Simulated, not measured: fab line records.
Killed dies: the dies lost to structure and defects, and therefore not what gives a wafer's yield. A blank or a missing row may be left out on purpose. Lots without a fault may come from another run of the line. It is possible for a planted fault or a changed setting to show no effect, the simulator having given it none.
fab line records ; flow sky130
[record] lots = 12; wafers = 36; last_day = 50
route steps=708 shown CAPM@549 VIA3@576 CAP2M@603 METAL4@633 PAD_OPEN@708
lots that met no fault: taken from a fault-free run of the same line
start_h: hours from the record's first day to the start of the lot's first wafer shown ; wait_h: hours from the lot's prior step to this one ; " repeats the value in the row above ; L1.1+2: several wafers, shown together as one row ; - either no value or no given start ; * or withheld: withheld ; < > ~ a bound
route shown NAME@n: a module of which the file shows steps, and the number in the route of the first ; usual: mean and standard deviation over wafers with no fault ; same: alike in all rows ; chamber/n: place in a boat ; sites: each site's reading ; _std_site: the standard deviation of these ; _edge_site: inner sites' mean taken away from outer sites' mean ; radius_mm: how far each site lies from the wafer's centre ; mask NAME#n: copy n ; behind: the last tool/chamber to shape the wafer ; hold: reason for holding the lot/hours on hold/outcome of the hold ; device: the n, p or np transistor that did not switch ; end of line: tests of these same wafers at the route's end ; step lacking rows: just its recipe ; killed: not the wafer's yield, but the dies lost to structure and defects at the first sort ; map: per-die view of a wafer (x killed, . not killed, _ where there is no die)
set.NAME: setting as actually run; set.NAME@STEP: the setting as run at that earlier step ; model.NAME: the simulator's own value behind a step, which no gauge read
the route's steps for a sample of lots (tables are steps, rows are wafers)
services: from which hour (start_h, from the record's first day; less than 0 if before it) a tool's chamber was out of use, for how many hours, and why
[[steps]]
[step SKY_CAPM_OVL_MEAS_12]
[usual] CAPM_OVL = 0.7/1.3
lot.wafer;tool;chamber;start_h;wait_h;CAPM_OVL[nm]
L544.1;overlay-01;-;868.82;0.1;-1.7
L544.2;overlay-01;-;868.82;0.1;0.0
L544.6;overlay-01;-;868.82;0.1;-0.1
L545.2;overlay-02;-;881.67;0.1;1.2
L545.5;overlay-02;-;881.67;0.1;1.3
L545.6;overlay-02;-;881.67;0.1;-0.1
L546.1;overlay-02;-;887.82;0.1;0.2
L546.4;overlay-02;-;887.82;0.1;2.5
L546.5;overlay-02;-;887.82;0.1;0.8
L547.1;overlay-02;-;904.99;0.1;1.3
L547.2;overlay-02;-;904.99;0.1;-0.7
L547.3;overlay-02;-;904.99;0.1;-0.4
L550.1;overlay-01;-;923.71;0.1;-0.5
L550.2;overlay-01;-;923.71;0.1;0.0
L550.4;overlay-01;-;923.71;0.1;0.1
L551.2;overlay-01;-;928.15;0.1;4.0
L551.3;overlay-01;-;928.15;0.1;1.1
L551.5;overlay-01;-;928.15;0.1;0.2
L552.1;overlay-02;-;937.92;0.1;0.5
L552.2;overlay-02;-;937.92;0.1;-2.2
L552.4;overlay-02;-;937.92;0.1;0.0
L553.3;overlay-01;-;948.11;0.1;2.7
L553.5;overlay-01;-;948.11;0.1;1.5
L553.6;overlay-01;-;948.11;0.1;2.6
L556.2;overlay-01;-;966.25;0.1;1.8
L556.3;overlay-01;-;966.25;0.1;1.8
L556.5;overlay-01;-;966.25;0.1;1.3
L563.1;overlay-02;-;1017.77;0.1;0.2
L563.2;overlay-02;-;1017.77;0.1;0.0
L563.5;overlay-02;-;1017.77;0.1;2.3
L564.1;overlay-01;-;1029.59;0.1;1.3
L564.2;overlay-01;-;1029.59;0.1;0.8
L564.3;overlay-01;-;1029.59;0.1;-0.8
L566.2;overlay-01;-;1034.67;0.1;0.2
L566.3;overlay-01;-;1034.67;0.1;0.0
L566.6;overlay-01;-;1034.67;0.1;0.4
[step SKY_VIA3_BOW_MEAS_03]
[recipe] mode = bow
[usual] VIA3_BOW = 81/8
lot.wafer;tool;chamber;start_h;wait_h;VIA3_BOW[um]
L544.1;film_metro-01;-;897.31;0.2;88
L544.2;film_metro-01;-;897.31;0.2;70
L544.6;film_metro-01;-;897.31;0.2;65
L545.2;film_metro-01;-;909.40;0.1;88
L545.5;film_metro-01;-;909.40;0.1;87
L545.6;film_metro-01;-;909.40;0.1;89
L546.1;film_metro-03;-;915.13;0.2;71
L546.4;film_metro-03;-;915.13;0.2;74
L546.5;film_metro-03;-;915.13;0.2;79
L547.1;film_metro-02;-;933.01;0.1;97
L547.2;film_metro-02;-;933.01;0.1;90
L547.3;film_metro-02;-;933.01;0.1;84
L550.1;film_metro-03;-;950.75;0.2;72
L550.2;film_metro-03;-;950.75;0.2;73
L550.4;film_metro-03;-;950.75;0.2;74
L551.2;film_metro-02;-;954.92;0.2;69
L551.3;film_metro-02;-;954.92;0.2;69
L551.5;film_metro-02;-;954.92;0.2;89
L552.1;film_metro-01;-;964.91;0.1;89
L552.2;film_metro-01;-;964.91;0.1;79
L552.4;film_metro-01;-;964.91;0.1;83
L553.3;film_metro-03;-;974.58;0.2;90
L553.5;film_metro-03;-;974.58;0.2;85
L553.6;film_metro-03;-;974.58;0.2;90
L556.2;film_metro-03;-;991.84;0.2;68
L556.3;film_metro-03;-;991.84;0.2;90
L556.5;film_metro-03;-;991.84;0.2;78
L563.1;film_metro-02;-;1042.94;0.2;82
L563.2;film_metro-02;-;1042.94;0.2;86
L563.5;film_metro-02;-;1042.94;0.2;88
L564.1;film_metro-03;-;1054.89;0.2;82
L564.2;film_metro-03;-;1054.89;0.2;79
L564.3;film_metro-03;-;1054.89;0.2;77
L566.2;film_metro-03;-;1059.57;0.2;76
L566.3;film_metro-03;-;1059.57;0.2;93
L566.6;film_metro-03;-;1059.57;0.2;102
[step SKY_VIA3_SPUTTER_20]
[recipe] material = TiN; target_thk_nm = 20; chamber_pressure_pa = 5; power_w = 4000; time_s = 80
[usual] throttle_valve_pct = 29.8/0.65
lot.wafer;tool;chamber;start_h;wait_h;throttle_valve_pct
L544.1;pvd_sputter-01;-;923.66;0.0;28.8
L544.2;pvd_sputter-01;-;923.66;0.0;30.0
L544.6;pvd_sputter-01;-;923.66;0.0;30.1
L545.2;pvd_sputter-03;-;935.30;0.0;29.7
L545.5;pvd_sputter-03;-;935.30;0.0;29.4
L545.6;pvd_sputter-03;-;935.30;0.0;30.0
L546.1;pvd_sputter-02;-;940.73;0.0;29.6
L546.4;pvd_sputter-02;-;940.73;0.0;30.3
L546.5;pvd_sputter-02;-;940.73;0.0;29.4
L547.1;pvd_sputter-02;-;958.85;0.0;30.5
L547.2;pvd_sputter-02;-;958.85;0.0;29.3
L547.3;pvd_sputter-02;-;958.85;0.0;29.2
L550.1;pvd_sputter-01;-;976.41;0.0;29.6
L550.2;pvd_sputter-01;-;976.41;0.0;30.2
L550.4;pvd_sputter-01;-;976.41;0.0;30.0
L551.2;pvd_sputter-01;-;980.22;0.0;30.1
L551.3;pvd_sputter-01;-;980.22;0.0;29.1
L551.5;pvd_sputter-01;-;980.22;0.0;29.7
L552.1;pvd_sputter-02;-;989.88;0.0;29.1
L552.2;pvd_sputter-02;-;989.88;0.0;29.2
L552.4;pvd_sputter-02;-;989.88;0.0;29.6
L553.3;pvd_sputter-03;-;998.96;0.0;30.1
L553.5;pvd_sputter-03;-;998.96;0.0;30.4
L553.6;pvd_sputter-03;-;998.96;0.0;29.7
L556.2;pvd_sputter-03;-;1016.07;0.0;30.3
L556.3;pvd_sputter-03;-;1016.07;0.0;31.2
L556.5;pvd_sputter-03;-;1016.07;0.0;29.7
L563.1;pvd_sputter-01;-;1065.18;0.0;30.3
L563.2;pvd_sputter-01;-;1065.18;0.0;30.0
L563.5;pvd_sputter-01;-;1065.18;0.0;29.6
L564.1;pvd_sputter-03;-;1077.67;0.0;29.8
L564.2;pvd_sputter-03;-;1077.67;0.0;31.3
L564.3;pvd_sputter-03;-;1077.67;0.0;29.9
L566.2;pvd_sputter-01;-;1082.29;0.0;30.0
L566.3;pvd_sputter-01;-;1082.29;0.0;28.8
L566.6;pvd_sputter-01;-;1082.29;0.0;30.1
[step SKY_CAP2M_CVD_00]
[recipe] material = SiO2; target_thk_nm = 15.5; temp_c = 400; time_s = withheld; rf_w = 450
[usual] heater_power_w = 719/110
lot.wafer;tool;chamber;start_h;wait_h;heater_power_w
L544.1;pecvd-03;1;924.48;0.0;669
L544.2;pecvd-03;0;924.48;0.0;786
L544.6;pecvd-03;2;924.48;0.0;834
L545.2;pecvd-04;2;936.11;0.0;776
L545.5;pecvd-04;1;936.11;0.0;718
L545.6;pecvd-04;2;936.11;0.0;785
L546.1;pecvd-02;1;941.55;0.0;736
L546.4;pecvd-02;2;941.55;0.0;637
L546.5;pecvd-02;0;941.55;0.0;560
L547.1;pecvd-03;1;959.66;0.0;598
L547.2;pecvd-03;0;959.66;0.0;798
L547.3;pecvd-03;2;959.66;0.0;904
L550.1;pecvd-03;2;977.23;0.0;842
L550.2;pecvd-03;0;977.23;0.0;644
L550.4;pecvd-03;1;977.23;0.0;570
L551.2;pecvd-03;0;981.04;0.0;713
L551.3;pecvd-03;1;981.04;0.0;536
L551.5;pecvd-03;1;981.04;0.0;523
L552.1;pecvd-03;2;990.70;0.0;904
L552.2;pecvd-03;0;990.70;0.0;752
L552.4;pecvd-03;1;990.70;0.0;607
L553.3;pecvd-04;1;999.96;0.0;796
L553.5;pecvd-04;0;999.96;0.0;679
L553.6;pecvd-04;1;999.96;0.0;772
L556.2;pecvd-03;2;1016.89;0.0;850
L556.3;pecvd-03;1;1016.89;0.0;624
L556.5;pecvd-03;0;1016.89;0.0;722
L563.1;pecvd-03;0;1066.00;0.0;666
L563.2;pecvd-03;1;1066.00;0.0;598
L563.5;pecvd-03;1;1066.00;0.0;623
L564.1;pecvd-03;0;1078.49;0.0;759
L564.2;pecvd-03;1;1078.49;0.0;684
L564.3;pecvd-03;2;1078.49;0.0;844
L566.2;pecvd-04;0;1083.16;0.0;695
L566.3;pecvd-04;2;1083.16;0.0;896
L566.6;pecvd-04;1;1083.16;0.0;786
[step SKY_CAP2M_THK_MEAS_01]
[recipe] reads = SiO2_of_CAP2M_CVD_00
[usual] CAP2M_CVD_00_THK = 15.50/0.24
lot.wafer;tool;chamber;start_h;wait_h;CAP2M_CVD_00_THK[nm]
L544.1;film_metro-01;-;924.50;-;15.43
L544.2;film_metro-01;-;924.50;-;15.60
L544.6;film_metro-01;-;924.50;-;15.65
L545.2;film_metro-04;-;936.15;-;15.15
L545.5;film_metro-04;-;936.15;-;15.51
L545.6;film_metro-04;-;936.15;-;15.25
L546.1;film_metro-03;-;941.57;-;15.68
L546.4;film_metro-03;-;941.57;-;15.53
L546.5;film_metro-03;-;941.57;-;15.75
L547.1;film_metro-04;-;959.68;-;15.49
L547.2;film_metro-04;-;959.68;-;15.31
L547.3;film_metro-04;-;959.68;-;15.38
L550.1;film_metro-01;-;977.25;-;15.06
L550.2;film_metro-01;-;977.25;-;15.17
L550.4;film_metro-01;-;977.25;-;15.47
L551.2;film_metro-03;-;981.07;-;15.20
L551.3;film_metro-03;-;981.07;-;15.29
L551.5;film_metro-03;-;981.07;-;15.64
L552.1;film_metro-01;-;990.72;-;15.08
L552.2;film_metro-01;-;990.72;-;15.35
L552.4;film_metro-01;-;990.72;-;15.61
L553.3;film_metro-04;-;1000.00;-;15.57
L553.5;film_metro-04;-;1000.00;-;15.90
L553.6;film_metro-04;-;1000.00;-;15.29
L556.2;film_metro-04;-;1016.92;-;14.99
L556.3;film_metro-04;-;1016.92;-;15.17
L556.5;film_metro-04;-;1016.92;-;15.49
L563.1;film_metro-01;-;1066.02;-;24.40
L563.2;film_metro-01;-;1066.02;-;24.56
L563.5;film_metro-01;-;1066.02;-;24.79
L564.1;film_metro-03;-;1078.51;-;23.96
L564.2;film_metro-03;-;1078.51;-;23.95
L564.3;film_metro-03;-;1078.51;-;23.74
L566.2;film_metro-04;-;1083.19;-;15.30
L566.3;film_metro-04;-;1083.19;-;15.48
L566.6;film_metro-04;-;1083.19;-;15.50
[step SKY_METAL4_ETCH_17]
[recipe] target = SiO2; stop_on = TiN; chemistry = C4F8/O2/Ar; source_w = 1500; bias_w = 1200; pressure_mtorr = 40; c4f8_flow_sccm = withheld; O2_flow_sccm = 6; Ar_flow_sccm = 300; time_s = 3.9; target_depth_a = 150
[usual] oes_product_au = 0.755/0.0072
lot.wafer;tool;chamber;start_h;wait_h;oes_product_au;rf_hours_counter_h
L544.1;rie_diel-04;0;974.05;0.1;0.755;12
L544.2;rie_diel-04;2;974.05;0.1;0.756;14
L544.6;rie_diel-04;3;974.05;0.1;0.762;-
L545.2;rie_diel-03;1;985.96;0.1;0.745;9
L545.5;rie_diel-03;0;985.96;0.1;0.746;-
L545.6;rie_diel-03;1;985.96;0.1;0.740;-
L546.1;rie_diel-03;1;990.60;0.1;0.757;9
L546.4;rie_diel-03;0;990.60;0.1;0.757;22
L546.5;rie_diel-03;1;990.60;0.1;0.762;-
L547.1;rie_diel-03;1;1007.88;0.1;0.759;10
L547.2;rie_diel-03;2;1007.88;0.1;0.740;9
L547.3;rie_diel-03;3;1007.88;0.1;0.755;12
L550.1;rie_diel-03;0;1024.50;0.1;0.742;23
L550.2;rie_diel-03;2;1024.50;0.1;0.746;9
L550.4;rie_diel-03;3;1024.50;0.1;0.756;12
L551.2;rie_diel-03;2;1028.70;0.1;0.748;9
L551.3;rie_diel-03;3;1028.70;0.1;0.735;12
L551.5;rie_diel-03;1;1028.70;0.1;0.763;-
L552.1;rie_diel-04;0;1037.75;0.1;0.744;14
L552.2;rie_diel-04;2;1037.75;0.1;0.750;17
L552.4;rie_diel-04;1;1037.75;0.1;0.763;9
L553.3;rie_diel-04;3;1046.91;0.0;0.761;9
L553.5;rie_diel-04;2;1046.91;0.0;0.766;-
L553.6;rie_diel-04;1;1046.91;0.0;0.747;-
L556.2;rie_diel-03;3;1062.40;0.1;0.737;14
L556.3;rie_diel-03;2;1062.40;0.1;0.749;11
L556.5;rie_diel-03;1;1062.40;0.1;0.756;-
L563.1;rie_diel-03;3;1106.76;0.1;0.967;15
L563.2;rie_diel-03;0;1106.76;0.1;0.976;1
L563.5;rie_diel-03;1;1106.76;0.1;0.971;-
L564.1;rie_diel-04;2;1119.26;0.1;0.959;19
L564.2;rie_diel-04;3;1119.26;0.1;0.964;12
L564.3;rie_diel-04;0;1119.26;0.1;0.955;17
L566.2;rie_diel-04;2;1124.18;0.1;0.738;19
L566.3;rie_diel-04;3;1124.18;0.1;0.755;12
L566.6;rie_diel-04;0;1124.18;0.1;0.757;-
[step SKY_PAD_OPEN_PROBE_99]
[usual] defect_limited_yield = 82.5/2.1; killed_at_M0_to_M3 = 43/7.7; killed_at_M4_up = 2.9/1.9; killed_at_contacts = 24/5.9; killed_at_front_end = 16/5.1; killed_at_other = 0.3/0.63; killed_dies = 86/10; killed_open = 47/7.6; killed_short = 39/6.8
[same] gross_dies = 492; killed_at_back_side = 0
lot.wafer;tool;chamber;start_h;wait_h;defect_limited_yield[%];killed_at_M0_to_M3;killed_at_M4_up;killed_at_contacts;killed_at_front_end;killed_at_other;killed_dies;killed_open;killed_short
L544.1;prober-01;-;1072.07;0.1;80.3;47;5;27;16;2;97;56;41
L544.2;prober-01;-;1072.12;0.1;78.3;47;2;30;27;1;107;61;42
L544.6;prober-01;-;1072.32;0.2;79.3;53;2;33;14;0;102;57;45
L545.2;prober-01;-;1083.72;0.1;78.0;69;2;19;18;0;108;56;52
L545.5;prober-01;-;1083.87;0.2;78.9;42;4;35;22;1;104;64;40
L545.6;prober-01;-;1083.92;0.2;83.3;43;2;25;12;0;82;48;34
L546.1;prober-02;-;1085.12;0.1;83.9;43;4;19;13;0;79;39;40
L546.4;prober-02;-;1085.27;0.2;86.4;39;0;13;15;0;67;40;27
L546.5;prober-02;-;1085.32;0.2;82.7;34;2;27;22;0;85;41;44
L547.1;prober-01;-;1101.54;0.1;79.9;47;2;25;25;0;99;54;45
L547.2;prober-01;-;1101.59;0.1;78.7;66;2;27;9;1;105;57;48
L547.3;prober-01;-;1101.64;0.2;83.7;50;2;17;11;0;80;41;39
L550.1;prober-02;-;1114.70;0.1;84.1;40;3;28;7;0;78;50;28
L550.2;prober-02;-;1114.75;0.1;84.8;28;0;27;20;0;75;36;39
L550.4;prober-02;-;1114.85;0.2;84.8;35;3;27;10;0;75;33;42
L551.2;prober-01;-;1119.15;0.1;80.7;53;2;22;18;0;95;57;38
L551.3;prober-01;-;1119.20;0.2;87.4;41;2;9;10;0;62;33;29
L551.5;prober-01;-;1119.30;0.2;76.0;68;2;35;13;0;118;63;55
L552.1;prober-02;-;1125.94;0.1;81.5;53;4;26;8;0;91;61;29
L552.2;prober-02;-;1125.99;0.1;80.9;58;0;27;9;0;94;48;46
L552.4;prober-02;-;1126.09;0.2;84.3;34;6;24;13;0;77;49;27
L553.3;prober-01;-;1134.99;0.2;81.9;46;2;21;20;0;89;49;40
L553.5;prober-01;-;1135.09;0.2;83.3;44;4;28;6;0;82;45;36
L553.6;prober-01;-;1135.14;0.2;82.1;37;3;33;15;0;88;47;40
L556.2;prober-02;-;1147.81;0.1;78.0;59;4;34;11;0;108;64;44
L556.3;prober-02;-;1147.86;0.2;81.5;46;5;28;11;1;91;50;41
L556.5;prober-02;-;1147.96;0.2;81.9;44;5;22;18;0;89;42;46
L563.1;prober-01;-;1183.91;0.1;83.3;33;3;27;19;0;82;46;36
L563.2;prober-01;-;1183.96;0.1;85.2;42;6;11;14;0;73;41;32
L563.5;prober-01;-;1184.11;0.2;83.9;41;4;16;18;0;79;46;33
L564.1;prober-02;-;1194.30;0.1;80.7;50;3;21;20;1;95;55;40
L564.2;prober-02;-;1194.35;0.1;82.3;47;2;22;16;0;87;47;39
L564.3;prober-02;-;1194.40;0.2;83.7;38;2;24;16;0;80;35;45
L566.2;prober-01;-;1198.62;0.1;82.5;44;3;24;15;0;86;51;32
L566.3;prober-01;-;1198.67;0.2;83.5;56;0;16;9;0;81;51;29
L566.6;prober-01;-;1198.82;0.2;81.3;44;1;30;17;0;92;48;42
// killed by level:class
L544.1 CONTACT:geometric_particle:open=13 VIA1:geometric_particle:open=11 VIA3:geometric_particle:open=11 VIA2:geometric_particle:open=7 LI_CONTACT:geometric_particle:open=5 LOCAL_INTERCONNECT:geometric_particle:short=5 METAL4:geometric_particle:short=5 FIELD_ISO:geometric_particle:open=4
L544.2 CONTACT:geometric_particle:open=15 VIA1:geometric_particle:open=13 FIELD_ISO:geometric_particle:short=8 LI_CONTACT:geometric_particle:open=6 CONTACT:geometric_particle:short=6 VIA2:geometric_particle:open=6 METAL1:geometric_particle:short=5 VIA3:geometric_particle:short=5
L544.6 VIA1:geometric_particle:open=13 LOCAL_INTERCONNECT:geometric_particle:short=9 VIA3:geometric_particle:open=8 LI_CONTACT:geometric_particle:open=8 CONTACT:geometric_particle:open=8 CONTACT:geometric_particle:short=7 METAL2:geometric_particle:short=7 VIA2:geometric_particle:open=7
L545.2 METAL1:geometric_particle:short=15 VIA1:geometric_particle:open=10 VIA2:geometric_particle:open=9 LI_CONTACT:geometric_particle:open=8 VIA1:geometric_particle:short=8 CONTACT:geometric_particle:open=7 FIELD_ISO:geometric_particle:open=6 VIA3:geometric_particle:short=6
L545.5 CONTACT:geometric_particle:open=14 LI_CONTACT:geometric_particle:open=12 VIA1:geometric_particle:open=10 FIELD_ISO:geometric_particle:short=7 VIA2:geometric_particle:open=7 POLY_GATE:geometric_particle:open=6 METAL1:geometric_particle:short=6 VIA1:geometric_particle:short=5
L545.6 VIA1:geometric_particle:open=13 VIA3:geometric_particle:open=9 CONTACT:geometric_particle:open=8 LI_CONTACT:geometric_particle:open=7 CONTACT:geometric_particle:short=5 LOCAL_INTERCONNECT:geometric_particle:short=4 VIA3:geometric_particle:short=4 METAL1:geometric_particle:short=3
L546.1 VIA1:geometric_particle:open=13 LI_CONTACT:geometric_particle:short=6 FIELD_ISO:geometric_particle:open=5 VIA3:geometric_particle:short=5 CONTACT:geometric_particle:open=5 METAL2:geometric_particle:short=5 CONTACT:geometric_particle:short=4 VIA2:geometric_particle:open=4
L546.4 VIA1:geometric_particle:open=8 VIA3:geometric_particle:open=6 LI_CONTACT:geometric_particle:open=6 FIELD_ISO:geometric_particle:open=5 METAL1:geometric_particle:short=5 METAL2:geometric_particle:short=5 VIA2:geometric_particle:open=4 CONTACT:geometric_particle:open=4
L546.5 FIELD_ISO:geometric_particle:open=9 LI_CONTACT:geometric_particle:open=7 CONTACT:geometric_particle:open=7 METAL2:geometric_particle:short=7 LI_CONTACT:geometric_particle:short=6 METAL1:geometric_particle:short=6 VIA3:geometric_particle:open=6 CONTACT:geometric_particle:short=4
L547.1 VIA3:geometric_particle:open=9 FIELD_ISO:geometric_particle:open=8 VIA1:geometric_particle:open=8 CONTACT:geometric_particle:open=8 POLY_GATE:geometric_particle:short=6 CONTACT:geometric_particle:short=6 VIA2:geometric_particle:open=6 LI_CONTACT:geometric_particle:open=5
L547.2 VIA1:geometric_particle:open=19 VIA2:geometric_particle:open=11 CONTACT:geometric_particle:short=10 CONTACT:geometric_particle:open=8 METAL1:geometric_particle:short=6 VIA3:geometric_particle:open=6 VIA1:geometric_particle:short=5 METAL1:geometric_particle:open=4
L547.3 VIA1:geometric_particle:open=16 VIA3:geometric_particle:open=8 VIA2:geometric_particle:open=7 LOCAL_INTERCONNECT:geometric_particle:short=5 VIA1:geometric_particle:short=5 METAL2:geometric_particle:short=4 CONTACT:geometric_particle:short=4 METAL1:geometric_particle:short=4
L550.1 CONTACT:geometric_particle:open=13 VIA1:geometric_particle:open=11 LI_CONTACT:geometric_particle:open=8 METAL1:geometric_particle:short=6 VIA3:geometric_particle:open=6 CONTACT:geometric_particle:short=4 METAL2:geometric_particle:short=4 POLY_GATE:geometric_particle:open=3
L550.2 CONTACT:geometric_particle:short=10 LI_CONTACT:geometric_particle:open=7 VIA1:geometric_particle:open=6 POLY_GATE:geometric_particle:short=5 METAL1:geometric_particle:short=5 FIELD_ISO:geometric_particle:short=4 VIA1:geometric_particle:short=4 CONTACT:geometric_particle:open=4
L550.4 LOCAL_INTERCONNECT:geometric_particle:short=9 CONTACT:geometric_particle:open=9 VIA1:geometric_particle:open=7 VIA3:geometric_particle:open=5 METAL1:geometric_particle:short=5 VIA3:geometric_particle:short=5 METAL2:geometric_particle:short=4 FIELD_ISO:geometric_particle:open=3
L551.2 VIA3:geometric_particle:open=14 VIA1:geometric_particle:open=10 CONTACT:geometric_particle:open=9 POLY_GATE:geometric_particle:open=8 METAL2:geometric_particle:short=6 METAL1:geometric_particle:short=5 VIA2:geometric_particle:open=5 FIELD_ISO:geometric_particle:open=4
L551.3 VIA3:geometric_particle:open=12 VIA1:geometric_particle:open=10 VIA1:geometric_particle:short=6 POLY_GATE:geometric_particle:short=5 METAL1:geometric_particle:short=4 METAL2:geometric_particle:short=4 LI_CONTACT:geometric_particle:open=3 CONTACT:geometric_particle:open=3
L551.5 VIA1:geometric_particle:open=17 METAL1:geometric_particle:short=12 CONTACT:geometric_particle:open=12 LI_CONTACT:geometric_particle:open=9 VIA3:geometric_particle:open=8 VIA1:geometric_particle:short=8 METAL2:geometric_particle:short=6 METAL2:geometric_particle:open=6
L552.1 VIA1:geometric_particle:open=19 CONTACT:geometric_particle:open=13 LI_CONTACT:geometric_particle:open=7 VIA3:geometric_particle:open=7 VIA1:geometric_particle:short=5 VIA2:geometric_particle:short=5 CONTACT:geometric_particle:short=4 METAL1:geometric_particle:open=3
L552.2 CONTACT:geometric_particle:open=13 VIA1:geometric_particle:open=9 METAL2:geometric_particle:short=9 VIA1:geometric_particle:short=8 VIA2:geometric_particle:open=7 LI_CONTACT:geometric_particle:open=6 VIA2:geometric_particle:short=6 VIA3:geometric_particle:open=6
L552.4 VIA1:geometric_particle:open=11 CONTACT:geometric_particle:open=9 VIA3:geometric_particle:open=6 LI_CONTACT:geometric_particle:open=5 VIA2:geometric_particle:open=5 CONTACT:geometric_particle:short=4 METAL4:geometric_particle:short=4 FIELD_ISO:geometric_particle:short=3
L553.3 VIA1:geometric_particle:open=9 CONTACT:geometric_particle:open=8 METAL2:geometric_particle:short=8 VIA3:geometric_particle:short=7 VIA3:geometric_particle:open=7 POLY_GATE:geometric_particle:open=6 VIA2:geometric_particle:open=5 FIELD_ISO:geometric_particle:open=4
L553.5 VIA1:geometric_particle:open=10 LI_CONTACT:geometric_particle:open=7 VIA3:geometric_particle:open=6 CONTACT:geometric_particle:open=6 CONTACT:geometric_particle:short=6 LOCAL_INTERCONNECT:geometric_particle:short=5 VIA2:geometric_particle:open=5 VIA1:geometric_particle:short=4
L553.6 VIA1:geometric_particle:open=11 CONTACT:geometric_particle:open=11 LOCAL_INTERCONNECT:geometric_particle:short=8 LI_CONTACT:geometric_particle:open=7 METAL2:geometric_particle:short=6 POLY_GATE:geometric_particle:open=5 CONTACT:geometric_particle:short=4 VIA2:geometric_particle:open=4
L556.2 VIA1:geometric_particle:open=13 LI_CONTACT:geometric_particle:open=13 CONTACT:geometric_particle:open=11 VIA1:geometric_particle:short=11 VIA3:geometric_particle:open=9 METAL2:geometric_particle:short=7 CONTACT:geometric_particle:short=5 FIELD_ISO:geometric_particle:open=4
L556.3 VIA1:geometric_particle:open=15 CONTACT:geometric_particle:open=11 LI_CONTACT:geometric_particle:open=8 METAL1:geometric_particle:short=6 VIA1:geometric_particle:short=6 FIELD_ISO:geometric_particle:short=5 VIA2:geometric_particle:open=5 VIA3:geometric_particle:open=5
L556.5 METAL1:geometric_particle:short=13 VIA1:geometric_particle:open=8 CONTACT:geometric_particle:open=8 VIA3:geometric_particle:open=6 LI_CONTACT:geometric_particle:open=5 FIELD_ISO:geometric_particle:open=4 FIELD_ISO:geometric_particle:short=4 POLY_GATE:geometric_particle:short=4
L563.1 VIA1:geometric_particle:open=10 CONTACT:geometric_particle:open=9 LI_CONTACT:geometric_particle:open=8 METAL1:geometric_particle:short=6 POLY_GATE:geometric_particle:open=5 CONTACT:geometric_particle:short=5 FIELD_ISO:geometric_particle:open=4 LOCAL_INTERCONNECT:geometric_particle:short=4
L563.2 VIA1:geometric_particle:open=12 FIELD_ISO:geometric_particle:open=6 CONTACT:geometric_particle:open=5 VIA2:geometric_particle:open=5 POLY_GATE:geometric_particle:short=4 METAL1:geometric_particle:short=4 VIA1:geometric_particle:short=4 VIA3:geometric_particle:open=4
L563.5 VIA1:geometric_particle:open=10 CONTACT:geometric_particle:open=7 METAL2:geometric_particle:short=7 VIA2:geometric_particle:open=6 METAL1:geometric_particle:short=6 FIELD_ISO:geometric_particle:short=5 POLY_GATE:geometric_particle:open=4 LI_CONTACT:geometric_particle:open=4
L564.1 VIA1:geometric_particle:open=12 POLY_GATE:geometric_particle:open=8 VIA2:geometric_particle:open=8 METAL2:geometric_particle:short=6 LI_CONTACT:geometric_particle:open=5 VIA3:geometric_particle:open=5 CONTACT:geometric_particle:short=5 POLY_GATE:geometric_particle:short=4
L564.2 VIA1:geometric_particle:open=11 VIA3:geometric_particle:open=6 VIA2:geometric_particle:open=6 LOCAL_INTERCONNECT:geometric_particle:short=5 CONTACT:geometric_particle:open=5 METAL1:geometric_particle:short=5 METAL2:geometric_particle:short=5 FIELD_ISO:geometric_particle:short=4
L564.3 METAL2:geometric_particle:short=10 CONTACT:geometric_particle:open=9 VIA1:geometric_particle:open=8 FIELD_ISO:geometric_particle:short=5 LI_CONTACT:geometric_particle:short=5 FIELD_ISO:geometric_particle:open=4 LI_CONTACT:geometric_particle:open=4 METAL1:geometric_particle:short=4
L566.2 CONTACT:geometric_particle:open=11 VIA1:geometric_particle:open=10 VIA2:geometric_particle:open=7 LI_CONTACT:geometric_particle:open=6 METAL2:geometric_particle:short=6 VIA1:geometric_particle:short=5 VIA2:geometric_particle:short=5 VIA3:geometric_particle:open=5
L566.3 VIA1:geometric_particle:open=16 VIA2:geometric_particle:open=8 METAL2:geometric_particle:short=7 CONTACT:geometric_particle:open=6 VIA3:geometric_particle:open=6 VIA1:geometric_particle:short=5 METAL2:geometric_particle:open=5 METAL3:geometric_particle:short=4
L566.6 CONTACT:geometric_particle:open=10 LI_CONTACT:geometric_particle:open=9 VIA2:geometric_particle:open=9 VIA1:geometric_particle:short=8 FIELD_ISO:geometric_particle:short=7 VIA1:geometric_particle:open=7 VIA2:geometric_particle:short=6 LI_CONTACT:geometric_particle:short=5
[[services]]
tool;chamber;start_h;hours;kind
pvd_sputter-02;-;904.63;8.7;repair
pvd_sputter-01;-;916.74;1.0;repair
rie_diel-03;2;918.66;5.6;repair
pecvd-02;-;946.56;2.8;pm
rie_diel-04;1;949.37;11.5;repair
pecvd-04;-;953.42;1.3;repair
pecvd-04;-;955.81;28.1;pm
pvd_sputter-01;-;967.71;0.5;repair
pecvd-04;1;984.68;5.8;repair
pecvd-04;2;989.55;7.4;repair
pecvd-04;2;998.26;5.2;repair
pvd_sputter-01;-;1003.53;1.0;repair
pecvd-02;-;1016.96;0.5;repair
pecvd-03;0;1033.81;4.5;repair
pvd_sputter-03;3;1034.15;-;consumable_replace:kit
pvd_sputter-03;3;1034.15;18.0;scheduled_down
pvd_sputter-03;3;1034.15;18.0;vent_cycle
rie_diel-03;0;1047.64;-;clean
rie_diel-03;0;1047.64;16.5;scheduled_down
rie_diel-03;0;1047.64;16.5;vent_cycle
pvd_sputter-03;2;1072.99;-;consumable_replace:kit
pvd_sputter-03;2;1072.99;18.0;scheduled_down
rie_diel-03;0;1076.08;3.4;repair
rie_diel-03;3;1113.51;6.5;repair
[[key]]
[first_sign] step = SKY_CAP2M_THK_MEAS_01; reading = CAP2M_CVD_00_THK; direction = up; sigmas = 36; usual = 15.50; struck = 24.23
[effect] step = SKY_METAL4_ETCH_17; reading = oes_product_au; direction = up; sigmas = 29; usual = 0.755; struck = 0.965
met_at SKY_CAP2M_CVD_00
struck_lots L563,L564
not_acting_at SKY_CAPM_OVL_MEAS_12,SKY_VIA3_BOW_MEAS_03,SKY_VIA3_SPUTTER_20
onset_between 1016.89 1066.00
[fault] kind = process_parameter_drift; tool = pecvd-03; chamber = -; onset_h = 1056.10; steps = SKY_CAP2M_CVD_00; channel = target_thk_nm; offset = 8.8998; shape = step; end_h = 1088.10; acts_in = these_recipes_only; stated = 15.5
